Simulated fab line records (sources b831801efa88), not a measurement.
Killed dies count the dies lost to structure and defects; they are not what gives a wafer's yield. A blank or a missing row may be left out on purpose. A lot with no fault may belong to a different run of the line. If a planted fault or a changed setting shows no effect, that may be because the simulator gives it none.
Which tool did it?	flow gf180mcu	13 lots, 39 wafers sampled, at 6 steps of a route of 602

## WHAT EACH GAUGE READ, for each wafer
GF_STI_THK_MEAS_02. Usual: STI_OXIDATION_THK 9.97 nm, standard deviation 0.17.
lot	measured	on	STI_OXIDATION_THK (nm)	flag
L850	day 1 17:01	filmMetro-02	9.91 10.14 9.86	
L851	day 1 21:31	filmMetro-02	10.20 9.88 9.83	
L852	day 2 02:31	filmMetro-02	10.05 9.95 9.87	
L857	day 3 03:55	filmMetro-01	9.85 9.85 9.85	
L858	day 3 08:55	filmMetro-01	9.86 9.79 9.90	
L864	day 4 18:35	filmMetro-01	10.14 10.18 9.89	
L863	day 4 18:37	filmMetro-03	10.23 10.22 10.09	
L866	day 5 02:43	filmMetro-01	10.18 10.11 10.23	
L867	day 5 08:29	filmMetro-03	10.02 10.01 10.01	
L868	day 5 15:34	filmMetro-01	10.04 10.19 10.00	
L870	day 5 21:25	filmMetro-02	10.04 9.75 10.12	
L871	day 6 01:34	filmMetro-03	9.73 9.68 9.85	
L872	day 6 06:32	filmMetro-02	9.74 10.07 9.91	

GF_STI_THK_MEAS_24. Usual: STI_CVD_23_THK 652 nm, standard deviation 6.3.
lot	measured	on	STI_CVD_23_THK (nm)	flag
L850	day 2 08:47	filmMetro-01	662 655 654	
L851	day 2 13:40	filmMetro-01	658 654 666	
L852	day 2 19:02	filmMetro-03	656 653 654	
L857	day 3 21:29	filmMetro-02	659 653 664	
L858	day 4 02:40	filmMetro-01	658 660 648	
L864	day 5 16:50	filmMetro-02	643 640 640	
L863	day 5 16:52	filmMetro-03	652 651 651	
L866	day 5 20:58	filmMetro-03	646 648 645	
L867	day 6 02:29	filmMetro-01	655 656 656	
L868	day 6 11:12	filmMetro-01	647 655 650	
L870	day 6 18:07	filmMetro-03	642 649 641	
L871	day 6 19:44	filmMetro-02	660 662 651	
L872	day 7 00:58	filmMetro-02	660 659 653	

GF_STI_THK_MEAS_30. Usual: STI_OXIDATION_02_THK 10.04 nm, standard deviation 0.17.
lot	measured	on	STI_OXIDATION_02_THK (nm)	flag
L850	day 2 11:14	filmMetro-01	9.85 10.01 9.74	
L851	day 2 16:04	filmMetro-02	10.02 10.07 10.05	
L852	day 2 21:26	filmMetro-02	10.23 10.00 10.09	
L857	day 4 00:30	filmMetro-02	9.97 10.04 9.97	
L858	day 4 06:52	filmMetro-01	10.24 10.19 10.32	
L864	day 5 20:01	filmMetro-03	10.53 10.10 10.19	
L863	day 5 20:02	filmMetro-01	10.13 10.06 10.04	
L866	day 6 01:14	filmMetro-02	9.85 10.02 10.00	
L867	day 6 04:56	filmMetro-02	9.98 9.92 9.91	
L868	day 6 14:37	filmMetro-01	10.06 10.31 10.24	
L870	day 6 20:59	filmMetro-03	10.17 10.23 10.20	
L871	day 7 00:41	filmMetro-02	10.24 9.96 10.10	
L872	day 7 04:07	filmMetro-02	10.24 10.47 10.33	

GF_MVSD_TW_MEAS_11. Usual: MVSD_TW 1579, standard deviation 12.
lot	measured	on	MVSD_TW	flag
L850	day 4 15:43	filmMetro-04	1586 1582 1590	
L851	day 4 20:43	filmMetro-04	1585 1587 1590	
L852	day 5 01:31	filmMetro-04	1592 1598 1585	
L857	day 6 05:35	filmMetro-03	1510 1513 1517 1506 1508 1516	OFF
L858	day 6 13:52	filmMetro-04	1519 1533 1523 1525 1526 1514	OFF
L864	day 8 09:34	filmMetro-02	1556 1553 1559	
L863	day 8 10:50	filmMetro-02	1559 1573 1568	
L866	day 8 16:37	filmMetro-02	1556 1574 1569	
L867	day 8 20:01	filmMetro-04	1585 1591 1589	
L868	day 9 08:31	filmMetro-04	1586 1588 1595	
L870	day 9 16:25	filmMetro-03	1569 1584 1576	
L871	day 9 19:05	filmMetro-03	1582 1583 1573	
L872	day 10 00:41	filmMetro-03	1590 1598 1594	

GF_VT_IMPLANT_RS_MEAS_46: uses a four-point probe to measure. Usual: MVSD_RS 454.6 ohm/sq, standard deviation 1.
lot	measured	on	MVSD_RS (ohm/sq)	flag
L850	day 7 15:40	filmMetro-03	455.6 454.3 454.8	
L851	day 7 22:17	filmMetro-03	454.9 455.4 455.1	
L852	day 8 03:25	filmMetro-04	455.8 455.0 456.7	
L857	day 9 15:26	filmMetro-02	556.6 558.5 557.2 558.2 556.3 556.8	OFF
L858	day 10 00:23	filmMetro-02	554.8 553.4 554.6 554.6 553.9 555.4	OFF
L864	day 12 01:55	filmMetro-02	455.0 454.8 455.3	
L863	day 12 05:18	filmMetro-04	454.0 453.4 453.9	
L866	day 12 10:17	filmMetro-02	454.6 455.4 454.4	
L867	day 12 15:55	filmMetro-03	455.5 455.8 454.7	
L868	day 13 04:52	filmMetro-03	452.8 452.5 452.2	
L870	day 13 14:01	filmMetro-04	455.4 455.8 454.4	
L871	day 13 17:32	filmMetro-02	455.1 454.8 457.2	
L872	day 13 23:45	filmMetro-02	453.8 453.3 452.5	

## WHICH TOOL RAN EACH LOT (tool, then ch and the chambers of the sampled wafers, then the start)
lot	GF_MVSD_IMPLANT_09
L850	implanter-01 ch 0, day 4 15:28
L851	implanter-03 ch 0, day 4 20:29
L852	implanter-01 ch 0, day 5 01:16
L857	implanter-01 ch 0, day 6 05:21
L858	implanter-01 ch 0, day 6 13:37
L864	implanter-04 ch 0, day 8 09:19
L863	implanter-03 ch 0, day 8 10:37
L866	implanter-04 ch 0, day 8 16:23
L867	implanter-04 ch 0, day 8 19:46
L868	implanter-04 ch 0, day 9 08:16
L870	implanter-04 ch 0, day 9 16:10
L871	implanter-04 ch 0, day 9 18:51
L872	implanter-01 ch 0, day 10 00:28
- GF_MVSD_IMPLANT_09

## WHAT THE TOOLS THEMSELVES READ (means of the sampled wafers that have a number; where no wafer has one, the mark that the record gives instead)
GF_MVSD_IMPLANT_09. Usual: doseIonsCm2 5e+12, standard deviation 5.1e+09; endStationPressureTorr 5.06e-06 Torr, standard deviation 2.6e-07; faradayCurrentUA 28.2, standard deviation 0.56.
lot	tool	doseIonsCm2	endStationPressureTorr (Torr)	faradayCurrentUA	flag
L850	implanter-01	5e+12	5.01e-06	27.5	
L851	implanter-03	5e+12	5.02e-06	28.1	
L852	implanter-01	5e+12	5.22e-06	28.2	
L857	implanter-01	5e+11	5.03e-06	2.8	OFF
L858	implanter-01	5e+11	5.23e-06	2.8	OFF
L864	implanter-04	5e+12	4.82e-06	28.5	
L863	implanter-03	5e+12	5.16e-06	28.4	
L866	implanter-04	5e+12	4.99e-06	28.1	
L867	implanter-04	5e+12	5.18e-06	28.1	
L868	implanter-04	5e+12	5.16e-06	28.0	
L870	implanter-04	5e+12	5.04e-06	27.8	
L871	implanter-04	5e+12	5.13e-06	27.8	
L872	implanter-01	5e+12	4.91e-06	27.9	

## THE ANSWER, worked out from the rows above alone
Rule: a lot counts as off when the mean over its wafers that have a number is more than 3 standard deviations away from the usual mean. A lot without any number at a reading at which 4 lots or more have one is off too. All remaining lots with rows at the step are treated as sound. The gauges are gone through in route order, then the tools' own readings, and for those a lot's mean is taken as printed above. At the first step where some lot is off, the reading lying furthest off is the one used; lots without a number count as furthest.
Off: L857, L858, seen at GF_MVSD_TW_MEAS_11 (MVSD_TW).
A tool fits if, at a process step before that reading, it ran every lot that is off, and no sound lot after the first of them. The gauges at GF_MVSD_TW_MEAS_11 aren't tried: what is off there is off at GF_VT_IMPLANT_RS_MEAS_46 too, on other tools, and a gauge's error can't cause that. No candidate that was tried fits.

## WHAT THE SIMULATOR PUT IN
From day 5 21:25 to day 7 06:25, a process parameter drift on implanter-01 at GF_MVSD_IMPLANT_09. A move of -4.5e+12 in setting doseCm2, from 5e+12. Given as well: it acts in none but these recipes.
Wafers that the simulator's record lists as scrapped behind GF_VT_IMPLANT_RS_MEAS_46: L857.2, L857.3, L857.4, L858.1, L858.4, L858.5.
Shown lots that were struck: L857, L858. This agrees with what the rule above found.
